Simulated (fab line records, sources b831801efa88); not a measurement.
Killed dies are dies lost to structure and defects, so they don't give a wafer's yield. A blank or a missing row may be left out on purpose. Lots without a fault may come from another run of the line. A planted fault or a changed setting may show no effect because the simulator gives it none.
Which tool did it? | flow gf180mcu | 13 lots, 39 wafers sampled, at 5 steps of a route of 602

WHAT THE GAUGES READ, wafer by wafer
GF_VT_IMPLANT_OVL_MEAS_40.
lot  | measured     | on         | VT_IMPLANT_03_OVL (nm)
L763 | day 7 13:13  | overlay-02 | -0.7 -1.5 -1.2
L764 | day 7 17:56  | overlay-01 | -0.3 0.7 0.1
L765 | day 8 01:20  | overlay-02 | -2.9 -1.2 -0.6
L766 | day 8 09:01  | overlay-02 | -1.9 -0.8 -0.4
L769 | day 9 04:55  | overlay-02 | -1.9 -0.4 -0.7
L777 | day 11 08:53 | overlay-01 | - - -
L779 | day 11 22:35 | overlay-01 | -0.5 1.2 -1.7
L781 | day 12 10:05 | overlay-01 | -0.8 -1.6 0.1
L782 | day 12 17:38 | overlay-02 | -2.6 -3.9 -3.6
L783 | day 12 22:29 | overlay-02 | 1.4 1.5 0.6
L784 | day 13 03:57 | overlay-01 | -0.7 0.1 0.1
L785 | day 13 12:08 | overlay-02 | -0.6 0.5 -2.4
L786 | day 13 19:02 | overlay-02 | 1.2 1.8 1.5

GF_VT_IMPLANT_TW_MEAS_43.
lot  | measured     | on            | VT_IMPLANT_4_TW
L763 | day 7 13:31  | film_metro-02 | 688 692 692
L764 | day 7 18:14  | film_metro-04 | 700 696 698
L765 | day 8 01:37  | film_metro-02 | 692 691 696
L766 | day 8 09:19  | film_metro-03 | 684 682 687
L769 | day 9 05:13  | film_metro-02 | 686 689 690
L777 | day 11 09:14 | film_metro-02 | 30 30 30
L779 | day 11 22:52 | film_metro-02 | 688 689 690
L781 | day 12 10:22 | film_metro-03 | 690 683 688
L782 | day 12 17:55 | film_metro-02 | 689 687 684
L783 | day 12 22:46 | film_metro-02 | 688 686 685
L784 | day 13 04:15 | film_metro-02 | 688 689 685
L785 | day 13 12:26 | film_metro-02 | 684 688 687
L786 | day 13 19:19 | film_metro-03 | 684 686 684

GF_PSD_CD_MEAS_07: target cd 400 nm.
lot  | measured     | on        | cd_nm (nm)
L763 | day 13 22:52 | cd_sem-01 | 394.7 394.7 395.2
L764 | day 14 03:21 | cd_sem-01 | 400.5 401.0 398.3
L765 | day 14 11:54 | cd_sem-02 | 399.7 399.0 396.7
L766 | day 15 02:11 | cd_sem-02 | 398.5 397.6 398.8
L769 | day 16 12:20 | cd_sem-02 | 400.1 399.1 399.8
L779 | day 20 04:27 | cd_sem-01 | 399.2 398.4 400.5
L781 | day 20 11:15 | cd_sem-02 | 403.0 403.0 402.3
L782 | day 21 08:19 | cd_sem-01 | 399.5 401.2 399.2
L783 | day 21 04:31 | cd_sem-02 | 397.6 395.7 395.4
L784 | day 21 10:29 | cd_sem-02 | 399.4 398.7 399.2
L785 | day 21 19:37 | cd_sem-02 | 399.6 398.8 400.5
L786 | day 22 04:35 | cd_sem-02 | 400.8 400.8 399.6

GF_CONTACT_CD_MEAS_14: target cd 220 nm.
lot  | measured     | on        | cd_nm (nm)
L763 | day 15 19:28 | cd_sem-01 | 221.4 220.8 221.3
L764 | day 15 22:35 | cd_sem-02 | 217.8 217.5 218.4
L765 | day 16 08:08 | cd_sem-02 | 219.5 220.4 221.0
L766 | day 17 00:46 | cd_sem-02 | 216.4 215.1 215.6
L769 | day 18 12:04 | cd_sem-02 | 220.4 220.8 220.5
L779 | day 22 06:30 | cd_sem-02 | 221.8 219.4 220.9
L781 | day 22 13:39 | cd_sem-01 | 216.5 217.0 217.5
L782 | day 23 10:20 | cd_sem-01 | 220.0 222.3 221.1
L783 | day 23 05:25 | cd_sem-01 | 220.2 219.1 219.4
L784 | day 23 11:14 | cd_sem-02 | 220.5 220.1 220.8
L785 | day 23 19:13 | cd_sem-01 | 220.6 219.1 221.9
L786 | day 24 03:57 | cd_sem-01 | 220.7 220.1 221.6

WHICH TOOL RAN EACH LOT (tool, then ch and the chambers of the sampled wafers, then the start)
lot  | GF_VT_IMPLANT_EXPOSE_37
L763 | iline_stepper-02 ch 0, day 7 05:18
L764 | iline_stepper-02 ch 0, day 7 10:35
L765 | iline_stepper-01 ch 0, day 7 17:28
L766 | iline_stepper-02 ch 0, day 8 00:51
L769 | iline_stepper-02 ch 0, day 8 20:48
L777 | iline_stepper-02 ch 0, day 11 00:50
L779 | iline_stepper-01 ch 0, day 11 13:29
L781 | iline_stepper-02 ch 0, day 12 01:22
L782 | iline_stepper-02 ch 0, day 12 09:08
L783 | iline_stepper-01 ch 0, day 12 13:15
L784 | iline_stepper-02 ch 0, day 12 19:01
L785 | iline_stepper-01 ch 0, day 13 02:53
L786 | iline_stepper-02 ch 0, day 13 09:37
- GF_VT_IMPLANT_EXPOSE_37: exposes mask Nwell HV AREA, target cd 860 nm.

WHAT THE TOOLS THEMSELVES READ (means of the sampled wafers that have a number; where no wafer has one, the mark that the record gives instead)
The record holds no such reading with a usual standard deviation.

THE ANSWER, worked out from the rows above alone
Rule: what is usual is taken from the lots themselves. Put in order of their means at a reading, lots are off if they are a third of the lots or fewer, leave a main group of 4 or more, and stand apart from it by a gap of 3 or more times the standard deviation of the main group's means; of several such gaps the widest counts. A main group whose means are all the same, to the digits that the tables above print for the reading, isn't used. A lot without any number at a reading at which 4 lots or more have one is off too. The other lots that the step has rows for count as sound. The gauges are gone through in route order, then the tools' own readings, and for those a lot's mean is taken as printed above. The first step at which some lot is off is used, and at that step the reading that is off furthest; a lot without a number counts as furthest.
Off: L777, at GF_VT_IMPLANT_OVL_MEAS_40 (VT_IMPLANT_03_OVL). Without a number there: L777. The main group: mean -0.6 nm, standard deviation 1.2.
A tool fits if, at a process step before that reading, it ran every lot that is off, and no sound lot after the first of them. The gauges at GF_VT_IMPLANT_OVL_MEAS_40 aren't tried: what is off there is off at GF_VT_IMPLANT_TW_MEAS_43 too, on other tools, and a gauge's error can't cause that. None of those tried fits.

WHAT THE SIMULATOR HAD PUT IN
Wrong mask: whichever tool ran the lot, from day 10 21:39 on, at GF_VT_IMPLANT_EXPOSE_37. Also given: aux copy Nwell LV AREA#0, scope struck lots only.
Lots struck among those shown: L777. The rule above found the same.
